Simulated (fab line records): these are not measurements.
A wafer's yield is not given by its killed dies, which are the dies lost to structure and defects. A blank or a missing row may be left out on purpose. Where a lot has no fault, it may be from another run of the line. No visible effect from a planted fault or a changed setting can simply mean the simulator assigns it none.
fab line records	flow sky130	part 1 of 2: steps 1 to 26 of 36
record lots=5	wafers=15	last-day=49
route steps=708 shown DNWELL@44 PWDE@45 NWELL@56
lots that met no fault: taken from a fault-free run of the same line
start-h: the number of hours between the record's first day and the start of the first shown wafer of the lot	wait-h: hours elapsed since this lot's preceding step	" repeats the value in the row above	L1.1+2: a row that stands for several wafers	- no value present, or no start provided	* or withheld: withheld	< > ~ a bound
route shown NAME@n: a module of which the file shows steps, and the number in the route of the first	usual: mean/standard deviation of fault-free wafers	same: alike in all rows	chamber/n: place in a boat	sites: readings site by site	_std_site: their standard deviation	_edge_site: mean of outer sites minus mean of inner sites	radius-mm: for every site, how far away it sits from the centre of the wafer	mask NAME#n: copy n	behind: the most recent tool/chamber to have shaped the wafer	hold: the reason the lot was held/the length of the hold in hours/how it ended	device: which transistor (n, p or np) failed to switch	end of line: the tests these same wafers got at the end of their route	for a step that has no rows: nothing shown but its recipe	killed: count of dies lost to structure and defects at first sort (not the wafer's yield)	map: the dies of a wafer, with x for killed, . for not killed, _ for no die there
set.NAME: the setting the step ran with; set.NAME@STEP: the setting that earlier step ran with	model.NAME: the simulator's own value behind a step, which no gauge read
lots seen at some steps along the route; tables by step, rows by wafer
services: the hour from which a tool's chamber was out of use, counted from the record's first day as start-h (under 0 if before that day), plus the number of hours and why
## steps
# step SKY_DNWELL_TW_MEAS_09
# usual DNWELL_TW=1114/11
lot.wafer	tool	chamber	start-h	wait-h	DNWELL_TW
L078.2	film-metro-02	-	76.10	0.1	1108
L078.4	"	-	"	"	1101
L078.6	"	-	"	"	1101
L086.1	film-metro-04	-	117.89	0.1	1107
L086.2	"	-	"	"	1111
L086.6	"	-	"	"	1120
L089.3	film-metro-03	-	133.51	0.1	1125
L089.4	"	-	"	"	1127
L089.6	"	-	"	"	1126
L093.2	film-metro-02	-	157.65	0.1	1102
L093.5	"	-	"	"	1094
L093.6	"	-	"	"	1095
L094.2	film-metro-02	-	160.65	0.1	1099
L094.4	"	-	"	"	1100
L094.5	"	-	"	"	1102
# step SKY_PWDE_DEHYDRATE_00
# recipe temp-c=200	time-s=60
# usual resist-line-temp-C=23.01/0.11
lot.wafer	tool	chamber	start-h	wait-h	resist-line-temp-C
L078.2	litho-track-01	0	84.16	8.1	23.17
L078.4	"	0	"	"	23.02
L078.6	"	0	"	"	22.83
L086.1	litho-track-01	0	126.59	8.7	23.10
L086.2	"	0	"	"	23.05
L086.6	"	0	"	"	23.24
L089.3	litho-track-03	0	142.90	9.4	22.94
L089.4	"	0	"	"	23.03
L089.6	"	0	"	"	22.99
L093.2	litho-track-03	0	166.07	8.4	23.07
L093.5	"	0	"	"	23.04
L093.6	"	0	"	"	23.08
L094.2	litho-track-03	0	169.27	8.6	23.16
L094.4	"	0	"	"	23.06
L094.5	"	0	"	"	23.23
# step SKY_PWDE_HMDS_01
# recipe prime-time-s=60	prime-temp-c=120
# usual resist-line-temp-C=23.01/0.12
lot.wafer	tool	chamber	start-h	wait-h	resist-line-temp-C
L078.2	litho-track-01	0	84.31	0.1	23.05
L078.4	"	0	"	"	23.09
L078.6	"	0	"	"	23.24
L086.1	litho-track-01	0	126.74	0.1	23.06
L086.2	"	0	"	"	23.16
L086.6	"	0	"	"	23.02
L089.3	litho-track-03	0	143.05	0.1	22.89
L089.4	"	0	"	"	22.74
L089.6	"	0	"	"	23.01
L093.2	litho-track-03	0	166.22	0.1	23.06
L093.5	"	0	"	"	23.09
L093.6	"	0	"	"	23.00
L094.2	litho-track-03	0	169.42	0.1	22.93
L094.4	"	0	"	"	22.90
L094.5	"	0	"	"	22.96
# step SKY_PWDE_COAT_02
# recipe spin-rpm=2000	resist-thk-nm=3000
# usual resist-line-temp-C=22.99/0.1
lot.wafer	tool	chamber	start-h	wait-h	resist-line-temp-C
L078.2	litho-track-01	0	84.46	0.1	23.06
L078.4	"	0	"	"	23.05
L078.6	"	0	"	"	23.10
L086.1	litho-track-01	0	126.89	0.1	22.94
L086.2	"	0	"	"	22.93
L086.6	"	0	"	"	22.83
L089.3	litho-track-03	0	143.20	0.1	22.90
L089.4	"	0	"	"	22.99
L089.6	"	0	"	"	22.97
L093.2	litho-track-03	0	166.37	0.1	22.91
L093.5	"	0	"	"	23.01
L093.6	"	0	"	"	22.82
L094.2	litho-track-03	0	169.57	0.1	23.00
L094.4	"	0	"	"	22.87
L094.5	"	0	"	"	22.93
# step SKY_PWDE_SOFTBAKE_03
# recipe temp-c=110	time-s=withheld
# usual resist-line-temp-C=22.99/0.11
lot.wafer	tool	chamber	start-h	wait-h	resist-line-temp-C
L078.2	litho-track-01	0	84.62	0.1	22.86
L078.4	"	0	"	"	22.82
L078.6	"	0	"	"	22.96
L086.1	litho-track-01	0	127.04	0.1	22.91
L086.2	"	0	"	"	23.05
L086.6	"	0	"	"	23.09
L089.3	litho-track-03	0	143.36	0.1	23.01
L089.4	"	0	"	"	23.13
L089.6	"	0	"	"	23.11
L093.2	litho-track-03	0	166.53	0.1	22.91
L093.5	"	0	"	"	22.95
L093.6	"	0	"	"	22.96
L094.2	litho-track-03	0	169.73	0.1	22.91
L094.4	"	0	"	"	23.04
L094.5	"	0	"	"	22.97
# step SKY_PWDE_EXPOSE_04
# recipe mask-id=PWDEM	na=0.6	source-shape=conventional	sigma-outer=0.6	polarization=unpolarized	target-cd-nm=840	dose-mj=214
lot.wafer	tool	chamber	start-h	wait-h	mask
L078.2+4+6	iline-stepper-01	0	-	-	PWDEM#0
L086.1+2+6	iline-stepper-02	0	-	-	PWDEM#0
L089.3+4+6	iline-stepper-01	0	-	-	PWDEM#0
L093.2+5+6	iline-stepper-01	0	-	-	PWDEM#0
L094.2+4+5	iline-stepper-01	0	-	-	PWDEM#0
# step SKY_PWDE_PEB_05
# recipe temp-c=115	time-s=withheld
# usual resist-line-temp-C=22.98/0.11
lot.wafer	tool	chamber	start-h	wait-h	resist-line-temp-C
L078.2	litho-track-01	0	-	-	22.99
L078.4	"	0	"	"	22.89
L078.6	"	0	"	"	22.91
L086.1	litho-track-01	0	-	-	22.98
L086.2	"	0	"	"	23.02
L086.6	"	0	"	"	22.79
L089.3	litho-track-01	0	-	-	22.90
L089.4	"	0	"	"	22.86
L089.6	"	0	"	"	22.63
L093.2	litho-track-02	0	-	-	23.06
L093.5	"	0	"	"	23.09
L093.6	"	0	"	"	23.04
L094.2	litho-track-03	0	-	-	22.93
L094.4	"	0	"	"	22.89
L094.5	"	0	"	"	23.01
# step SKY_PWDE_DEVELOP_06
# recipe wall-angle-deg=90	developer=TMAH	develop-time-s=60	dev-temp-c=23
# usual resist-line-temp-C=22.99/0.1
lot.wafer	tool	chamber	start-h	wait-h	resist-line-temp-C
L078.2	litho-track-01	0	-	-	22.80
L078.4	"	0	"	"	22.95
L078.6	"	0	"	"	22.86
L086.1	litho-track-01	0	-	-	23.04
L086.2	"	0	"	"	23.06
L086.6	"	0	"	"	22.87
L089.3	litho-track-01	0	-	-	22.90
L089.4	"	0	"	"	22.84
L089.6	"	0	"	"	22.82
L093.2	litho-track-02	0	-	-	23.01
L093.5	"	0	"	"	22.99
L093.6	"	0	"	"	23.02
L094.2	litho-track-03	0	-	-	22.90
L094.4	"	0	"	"	23.13
L094.5	"	0	"	"	23.07
# step SKY_PWDE_OVL_MEAS_07
# usual PWDE_OVL=0.7/1.3
lot.wafer	tool	chamber	start-h	wait-h	PWDE_OVL[nm]
L078.2	overlay-01	-	93.04	-	1.6
L078.4	"	-	"	"	1.3
L078.6	"	-	"	"	2.7
L086.1	overlay-02	-	136.54	-	-0.5
L086.2	"	-	"	"	-1.2
L086.6	"	-	"	"	-1.5
L089.3	overlay-01	-	152.90	-	2.9
L089.4	"	-	"	"	1.7
L089.6	"	-	"	"	2.1
L093.2	overlay-01	-	175.71	-	3.4
L093.5	"	-	"	"	2.7
L093.6	"	-	"	"	3.2
L094.2	overlay-02	-	179.00	-	-1.4
L094.4	"	-	"	"	0.8
L094.5	"	-	"	"	-1.5
# step SKY_PWDE_IMPLANT_08
# recipe species=B	energy-kev=150	dose-cm2=3.6e+12	tilt-deg=withheld
# usual beam-energy-keV=150.01/0.047
lot.wafer	tool	chamber	start-h	wait-h	beam-energy-keV
L078.2	implanter-01	0	93.10	0.0	150.06
L078.4	"	0	"	"	150.14
L078.6	"	0	"	"	150.12
L086.1	implanter-02	0	136.57	0.0	150.05
L086.2	"	0	"	"	149.96
L086.6	"	0	"	"	149.97
L089.3	implanter-01	0	152.97	0.1	149.97
L089.4	"	0	"	"	150.03
L089.6	"	0	"	"	150.04
L093.2	implanter-02	0	175.76	0.0	149.99
L093.5	"	0	"	"	149.91
L093.6	"	0	"	"	149.93
L094.2	implanter-01	0	179.06	0.0	150.00
L094.4	"	0	"	"	150.08
L094.5	"	0	"	"	150.00
# step SKY_PWDE_STRIP_09
# recipe chemistry=O2/N2	power-w=1400	pressure-mtorr=1500	platen-temp-c=withheld	o2-flow-sccm=3000	n2-flow-sccm=300	overash-fraction=0.5
# usual chamber-pressure-mTorr=1499.9/1.3	drypump-motor-current-A=5.7/0.45	oes-product-au=0.722/0.0042	strip-time-to-endpoint-s=36.88/0.12
lot.wafer	tool	chamber	start-h	wait-h	chamber-pressure-mTorr	drypump-motor-current-A	oes-product-au	rf-hours-counter-h	strip-time-to-endpoint-s
L078.2	plasma-asher-03	1	93.22	0.1	1500.2	5.6	0.727	28	37.01
L078.4	"	0	"	"	1498.2	5.7	0.728	-	36.91
L078.6	"	0	"	"	1500.4	5.7	0.726	-	36.86
L086.1	plasma-asher-01	1	136.72	0.1	1499.4	6.2	0.721	2	37.12
L086.2	"	0	"	"	1500.0	5.3	0.725	2	37.07
L086.6	"	1	"	"	1499.6	6.2	0.732	-	37.04
L089.3	plasma-asher-03	0	153.11	0.1	1497.6	5.7	0.714	-	36.89
L089.4	"	1	"	"	1498.3	5.6	0.720	-	36.87
L089.6	"	1	"	"	1501.4	5.6	0.728	-	36.84
L093.2	plasma-asher-02	1	175.89	0.1	1501.8	5.1	0.725	48	37.02
L093.5	"	0	"	"	1499.1	6.2	0.722	-	36.84
L093.6	"	1	"	"	1501.9	5.1	0.719	-	36.99
L094.2	plasma-asher-03	0	179.18	0.1	1499.8	5.7	0.726	37	36.92
L094.4	"	1	"	"	1501.2	5.6	0.725	-	36.86
L094.5	"	1	"	"	1499.7	5.6	0.723	-	37.08
# step SKY_PWDE_TW_MEAS_10
# usual PWDE_TW=373/3.5
lot.wafer	tool	chamber	start-h	wait-h	PWDE_TW
L078.2	film-metro-04	-	93.33	0.1	377
L078.4	"	-	"	"	377
L078.6	"	-	"	"	378
L086.1	film-metro-02	-	136.82	0.1	371
L086.2	"	-	"	"	371
L086.6	"	-	"	"	371
L089.3	film-metro-03	-	153.19	0.1	375
L089.4	"	-	"	"	376
L089.6	"	-	"	"	377
L093.2	film-metro-02	-	176.00	0.1	371
L093.5	"	-	"	"	368
L093.6	"	-	"	"	368
L094.2	film-metro-03	-	179.29	0.1	378
L094.4	"	-	"	"	378
L094.5	"	-	"	"	377
# step SKY_NWELL_DEHYDRATE_03
# recipe temp-c=200	time-s=60
# usual resist-line-temp-C=23.02/0.11
lot.wafer	tool	chamber	start-h	wait-h	resist-line-temp-C
L078.2	litho-track-02	0	101.68	8.3	22.96
L078.4	"	0	"	"	23.18
L078.6	"	0	"	"	23.06
L086.1	litho-track-02	0	145.35	8.5	23.05
L086.2	"	0	"	"	22.99
L086.6	"	0	"	"	23.10
L089.3	litho-track-02	0	162.60	9.4	23.03
L089.4	"	0	"	"	22.97
L089.6	"	0	"	"	23.00
L093.2	litho-track-02	0	185.03	9.0	23.14
L093.5	"	0	"	"	23.01
L093.6	"	0	"	"	23.13
L094.2	litho-track-02	0	189.43	10.1	23.11
L094.4	"	0	"	"	23.09
L094.5	"	0	"	"	22.97
# step SKY_NWELL_HMDS_04
# recipe prime-time-s=60	prime-temp-c=120
# usual resist-line-temp-C=22.97/0.11
lot.wafer	tool	chamber	start-h	wait-h	resist-line-temp-C
L078.2	litho-track-02	0	101.83	0.1	22.82
L078.4	"	0	"	"	22.82
L078.6	"	0	"	"	22.82
L086.1	litho-track-02	0	145.50	0.1	22.98
L086.2	"	0	"	"	23.18
L086.6	"	0	"	"	23.01
L089.3	litho-track-02	0	162.75	0.1	22.91
L089.4	"	0	"	"	23.13
L089.6	"	0	"	"	22.85
L093.2	litho-track-02	0	185.18	0.1	23.15
L093.5	"	0	"	"	23.04
L093.6	"	0	"	"	22.98
L094.2	litho-track-02	0	189.58	0.1	23.05
L094.4	"	0	"	"	23.12
L094.5	"	0	"	"	23.05
# step SKY_NWELL_COAT_05
# recipe spin-rpm=2000	resist-thk-nm=3000
# usual resist-line-temp-C=23.01/0.092
lot.wafer	tool	chamber	start-h	wait-h	resist-line-temp-C
L078.2	litho-track-02	0	101.98	0.1	23.03
L078.4	"	0	"	"	22.94
L078.6	"	0	"	"	22.94
L086.1	litho-track-02	0	145.65	0.1	22.99
L086.2	"	0	"	"	22.95
L086.6	"	0	"	"	22.86
L089.3	litho-track-02	0	162.90	0.1	22.96
L089.4	"	0	"	"	22.96
L089.6	"	0	"	"	23.02
L093.2	litho-track-02	0	185.33	0.1	23.01
L093.5	"	0	"	"	23.10
L093.6	"	0	"	"	22.91
L094.2	litho-track-02	0	189.73	0.1	23.02
L094.4	"	0	"	"	22.97
L094.5	"	0	"	"	22.94
# step SKY_NWELL_SOFTBAKE_06
# recipe temp-c=110	time-s=withheld
# usual resist-line-temp-C=23.00/0.091
lot.wafer	tool	chamber	start-h	wait-h	resist-line-temp-C
L078.2	litho-track-02	0	102.14	0.1	23.02
L078.4	"	0	"	"	23.02
L078.6	"	0	"	"	22.88
L086.1	litho-track-02	0	145.80	0.1	23.05
L086.2	"	0	"	"	23.09
L086.6	"	0	"	"	23.02
L089.3	litho-track-02	0	163.07	0.1	23.01
L089.4	"	0	"	"	23.04
L089.6	"	0	"	"	23.01
L093.2	litho-track-02	0	185.49	0.1	22.97
L093.5	"	0	"	"	23.04
L093.6	"	0	"	"	22.97
L094.2	litho-track-02	0	189.89	0.1	22.92
L094.4	"	0	"	"	22.85
L094.5	"	0	"	"	23.02
# step SKY_NWELL_EXPOSE_07
# recipe mask-id=NWM	na=0.6	source-shape=conventional	sigma-outer=0.6	polarization=unpolarized	target-cd-nm=840	dose-mj=255
lot.wafer	tool	chamber	start-h	wait-h	mask
L078.2+4+6	iline-stepper-01	0	-	-	NWM#0
L086.1+2+6	iline-stepper-01	0	-	-	NWM#0
L089.3+4+6	iline-stepper-02	0	-	-	NWM#0
L093.2+5+6	iline-stepper-02	0	-	-	NWM#0
L094.2+4+5	iline-stepper-01	0	-	-	NWM#0
# step SKY_NWELL_PEB_08
# recipe temp-c=115	time-s=withheld
# usual resist-line-temp-C=23.00/0.098
lot.wafer	tool	chamber	start-h	wait-h	resist-line-temp-C
L078.2	litho-track-02	0	-	-	22.99
L078.4	"	0	"	"	22.94
L078.6	"	0	"	"	23.07
L086.1	litho-track-01	0	-	-	22.79
L086.2	"	0	"	"	22.99
L086.6	"	0	"	"	22.91
L089.3	litho-track-02	0	-	-	23.08
L089.4	"	0	"	"	22.98
L089.6	"	0	"	"	23.09
L093.2	litho-track-04	0	-	-	23.05
L093.5	"	0	"	"	22.96
L093.6	"	0	"	"	22.92
L094.2	litho-track-04	0	-	-	22.91
L094.4	"	0	"	"	22.94
L094.5	"	0	"	"	22.90
# step SKY_NWELL_DEVELOP_09
# recipe wall-angle-deg=90	developer=TMAH	develop-time-s=60	dev-temp-c=23
# usual resist-line-temp-C=23.01/0.12
lot.wafer	tool	chamber	start-h	wait-h	resist-line-temp-C
L078.2	litho-track-02	0	-	-	22.88
L078.4	"	0	"	"	22.91
L078.6	"	0	"	"	22.88
L086.1	litho-track-01	0	-	-	23.04
L086.2	"	0	"	"	23.01
L086.6	"	0	"	"	23.11
L089.3	litho-track-02	0	-	-	23.00
L089.4	"	0	"	"	23.04
L089.6	"	0	"	"	23.05
L093.2	litho-track-04	0	-	-	22.99
L093.5	"	0	"	"	23.09
L093.6	"	0	"	"	23.12
L094.2	litho-track-04	0	-	-	23.03
L094.4	"	0	"	"	22.89
L094.5	"	0	"	"	22.94
# step SKY_NWELL_OVL_MEAS_10
# usual NWELL_00_OVL=0.0/1.7
lot.wafer	tool	chamber	start-h	wait-h	NWELL_00_OVL[nm]
L078.2	overlay-02	-	111.56	-	3.2
L078.4	"	-	"	"	2.7
L078.6	"	-	"	"	3.0
L086.1	overlay-01	-	155.74	-	1.3
L086.2	"	-	"	"	0.8
L086.6	"	-	"	"	2.5
L089.3	overlay-02	-	172.27	-	-3.6
L089.4	"	-	"	"	-3.3
L089.6	"	-	"	"	-3.4
L093.2	overlay-01	-	196.69	-	0.0
L093.5	"	-	"	"	-1.1
L093.6	"	-	"	"	-0.8
L094.2	overlay-01	-	200.54	-	-2.6
L094.4	"	-	"	"	-2.3
L094.5	"	-	"	"	-0.9
# step SKY_NWELL_IMPLANT_11
# recipe species=P	energy-kev=400	dose-cm2=1.9e+13	tilt-deg=withheld
# usual beam-energy-keV=400.02/0.1
lot.wafer	tool	chamber	start-h	wait-h	beam-energy-keV
L078.2	implanter-01	0	111.61	0.0	400.00
L078.4	"	0	"	"	400.17
L078.6	"	0	"	"	400.13
L086.1	implanter-01	0	155.77	0.0	399.96
L086.2	"	0	"	"	400.07
L086.6	"	0	"	"	400.15
L089.3	implanter-04	0	172.34	0.1	399.96
L089.4	"	0	"	"	400.02
L089.6	"	0	"	"	399.89
L093.2	implanter-04	0	196.75	0.0	400.06
L093.5	"	0	"	"	400.11
L093.6	"	0	"	"	400.10
L094.2	implanter-04	0	200.60	0.0	399.90
L094.4	"	0	"	"	399.94
L094.5	"	0	"	"	400.09
# step SKY_NWELL_IMPLANT_12
# recipe species=P	energy-kev=120	dose-cm2=1.3e+12	tilt-deg=withheld
# usual beam-energy-keV=120.00/0.034
lot.wafer	tool	chamber	start-h	wait-h	beam-energy-keV
L078.2	implanter-01	0	111.76	0.1	120.03
L078.4	"	0	"	"	119.96
L078.6	"	0	"	"	119.94
L086.1	implanter-01	0	155.92	0.1	119.97
L086.2	"	0	"	"	120.04
L086.6	"	0	"	"	120.00
L089.3	implanter-04	0	172.49	0.1	119.97
L089.4	"	0	"	"	120.01
L089.6	"	0	"	"	120.02
L093.2	implanter-04	0	196.90	0.1	120.01
L093.5	"	0	"	"	119.96
L093.6	"	0	"	"	120.01
L094.2	implanter-04	0	200.75	0.1	120.04
L094.4	"	0	"	"	120.01
L094.5	"	0	"	"	120.00
# step SKY_NWELL_IMPLANT_13
# recipe species=P	energy-kev=50	dose-cm2=7e+11	tilt-deg=withheld
# usual beam-energy-keV=49.999/0.015
lot.wafer	tool	chamber	start-h	wait-h	beam-energy-keV
L078.2	implanter-01	0	111.91	0.1	49.988
L078.4	"	0	"	"	49.976
L078.6	"	0	"	"	50.007
L086.1	implanter-01	0	156.07	0.1	49.957
L086.2	"	0	"	"	49.991
L086.6	"	0	"	"	49.977
L089.3	implanter-04	0	172.64	0.1	49.984
L089.4	"	0	"	"	49.984
L089.6	"	0	"	"	49.999
L093.2	implanter-04	0	197.05	0.1	50.004
L093.5	"	0	"	"	50.017
L093.6	"	0	"	"	49.989
L094.2	implanter-04	0	200.90	0.1	50.016
L094.4	"	0	"	"	50.009
L094.5	"	0	"	"	50.028
# step SKY_NWELL_STRIP_14
# recipe chemistry=O2/N2	power-w=1400	pressure-mtorr=1500	platen-temp-c=withheld	o2-flow-sccm=3000	n2-flow-sccm=300	overash-fraction=0.5
# usual chamber-pressure-mTorr=1500.1/1.5	drypump-motor-current-A=5.6/0.35	oes-product-au=0.722/0.0043	strip-time-to-endpoint-s=36.86/0.092
lot.wafer	tool	chamber	start-h	wait-h	chamber-pressure-mTorr	drypump-motor-current-A	oes-product-au	rf-hours-counter-h	strip-time-to-endpoint-s
L078.2	plasma-asher-04	1	112.04	0.1	1500.1	5.1	0.729	44	36.86
L078.4	"	1	"	"	1502.1	5.1	0.715	-	36.83
L078.6	"	1	"	"	1501.1	5.1	0.711	-	36.75
L086.1	plasma-asher-03	0	156.22	0.1	1499.8	5.7	0.723	35	36.67
L086.2	"	1	"	"	1499.1	5.6	0.723	35	36.88
L086.6	"	1	"	"	1501.6	5.6	0.713	-	36.72
L089.3	plasma-asher-04	0	172.77	0.1	1502.1	5.2	0.718	-	36.81
L089.4	"	1	"	"	1500.9	5.1	0.725	-	36.78
L089.6	"	0	"	"	1500.2	5.2	0.720	-	36.76
L093.2	plasma-asher-03	1	197.17	0.1	1504.2	5.6	0.721	39	36.92
L093.5	"	0	"	"	1498.2	5.7	0.719	-	36.81
L093.6	"	1	"	"	1499.1	5.6	0.726	-	36.81
L094.2	plasma-asher-01	1	201.02	0.1	1498.7	6.2	0.719	8	36.82
L094.4	"	1	"	"	1499.6	6.2	0.725	-	36.92
L094.5	"	0	"	"	1498.0	5.3	0.720	-	36.83
# step SKY_NWELL_TW_MEAS_15
# usual NWELL_TW=1822/16
lot.wafer	tool	chamber	start-h	wait-h	NWELL_TW
L078.2	film-metro-03	-	112.15	0.1	1838
L078.4	"	-	"	"	1841
L078.6	"	-	"	"	1842
L086.1	film-metro-03	-	156.32	0.1	1831
L086.2	"	-	"	"	1826
L086.6	"	-	"	"	1818
L089.3	film-metro-04	-	172.86	0.1	1836
L089.4	"	-	"	"	1827
L089.6	"	-	"	"	1828
L093.2	film-metro-04	-	197.28	0.1	1813
L093.5	"	-	"	"	1832
L093.6	"	-	"	"	1820
L094.2	film-metro-04	-	201.13	0.1	1827
L094.4	"	-	"	"	1835
L094.5	"	-	"	"	1820
# step SKY_NWELL_DEHYDRATE_16
# recipe temp-c=200	time-s=60
# usual resist-line-temp-C=22.96/0.11
lot.wafer	tool	chamber	start-h	wait-h	resist-line-temp-C
L078.2	litho-track-01	0	120.86	8.7	22.85
L078.4	"	0	"	"	23.00
L078.6	"	0	"	"	23.14
L086.1	litho-track-02	0	165.35	9.0	23.07
L086.2	"	0	"	"	23.03
L086.6	"	0	"	"	22.99
L089.3	litho-track-04	0	182.84	10.0	23.05
L089.4	"	0	"	"	22.94
L089.6	"	0	"	"	22.94
L093.2	litho-track-01	0	207.01	9.7	22.91
L093.5	"	0	"	"	23.05
L093.6	"	0	"	"	22.91
L094.2	litho-track-01	0	211.21	10.1	22.90
L094.4	"	0	"	"	22.98
L094.5	"	0	"	"	22.96
